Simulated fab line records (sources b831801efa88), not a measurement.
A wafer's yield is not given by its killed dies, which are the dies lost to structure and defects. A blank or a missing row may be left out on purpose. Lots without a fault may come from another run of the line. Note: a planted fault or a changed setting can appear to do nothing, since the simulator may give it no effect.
Struck lot and sound lot, side by side || flow gf180mcu || 15 out of 602 route steps
Sound: these wafers, L789.3, L789.4, L789.5. Wafers struck: L804.2, L804.3, L804.4. At the end, the cause is stated.
At each step with rows: each side's tool, then ch and its chambers, then its first start. Under that, the readings that differ: sound wafers || struck wafers || difference of the means || sigmas: that difference in standard deviations of wafers without a fault.
alike: a reading whose means differ by less than 2 such deviations, as well as words and numbers matching on both sides. not compared: withheld readings; readings where some wafer has no value; bounds like >300 that might hide an equal value; numbers whose values overlap and for which the record gives no deviation.
The two part at a step that has a row with sigmas, a row that says differs or no value, or rows on one side only. Non-overlapping numbers with no deviation appear without sigmas and do not part them. Lack of a reading on every wafer of one side parts them only where that side has two or more wafers.

first, 3 steps without rows for these wafers: GF_MVPSD_EXPOSE_04 (exposes mask MVPSD, target cd 1000 nm); GF_MVPSD_PEB_05; GF_MVPSD_DEVELOP_06 (develop time 60 s).
GF_MVPSD_OVL_MEAS_07:
  sound on overlay-02 at day 5 21:21; struck on overlay-02 at day 9 13:32
  alike: MVPSD_OVL
then, 2 steps without rows for these wafers: GF_MVPSD_IMPLANT_08; GF_MVPSD_IMPLANT_09.
GF_MVPSD_STRIP_10: strips in O2/N2.
  sound on plasma_asher-03 ch 0,1, day 5 21:43; struck on plasma_asher-03 ch 0,1, day 9 13:52
  alike: drypump_motor_current_A, heater_power_w, oes_product_au, strip_time_to_endpoint_s
  not compared: rf_hours_counter_h
GF_MVPSD_TW_MEAS_11:
  sound on film_metro-01 at day 5 21:48; struck on film_metro-03 at day 9 13:59
  alike: MVPSD_TW
then, 4 steps without rows for these wafers: GF_VT_IMPLANT_DEHYDRATE_00 (time 60 s); GF_VT_IMPLANT_HMDS_01 (prime time 60 s); GF_VT_IMPLANT_COAT_02 (resist thk 1000 nm); GF_VT_IMPLANT_SOFTBAKE_03 (time 60 s).
GF_VT_IMPLANT_EXPOSE_04: exposes mask LVPWELL LV AREA, target cd 600 nm.
  sound on iline_stepper-01 ch 0, day 6 05:10; struck on iline_stepper-01 ch 0, day 9 22:49
{"reading": "exposure_dose_mJ_cm2", "sound": "139.97 140.01 140.08", "struck": "128.42 128.46 128.51", "difference": -11.56, "sigmas": -83}
  alike: mask, focus_offset_nm
then, 1 step without rows for these wafers: GF_VT_IMPLANT_PEB_05.
-- record jumps: 24 days separate the struck wafers' starts on either side; left off in module VT_IMPLANT, taken up again in module PASSIVATION, whose first shown step is the route's number 602 --
GF_PASSIVATION_PROBE_99:
  only the struck wafers here have rows in the record (prober-01, day 34 00:19); the sound ones have none

WHERE THEY PART
Last at GF_PASSIVATION_PROBE_99 as far as this record goes, first at GF_VT_IMPLANT_EXPOSE_04.

WHY: whatever the simulator had introduced
Drift in process parameters on iline_stepper-01 at GF_VT_IMPLANT_EXPOSE_04, starting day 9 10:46. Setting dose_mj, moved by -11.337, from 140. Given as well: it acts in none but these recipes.
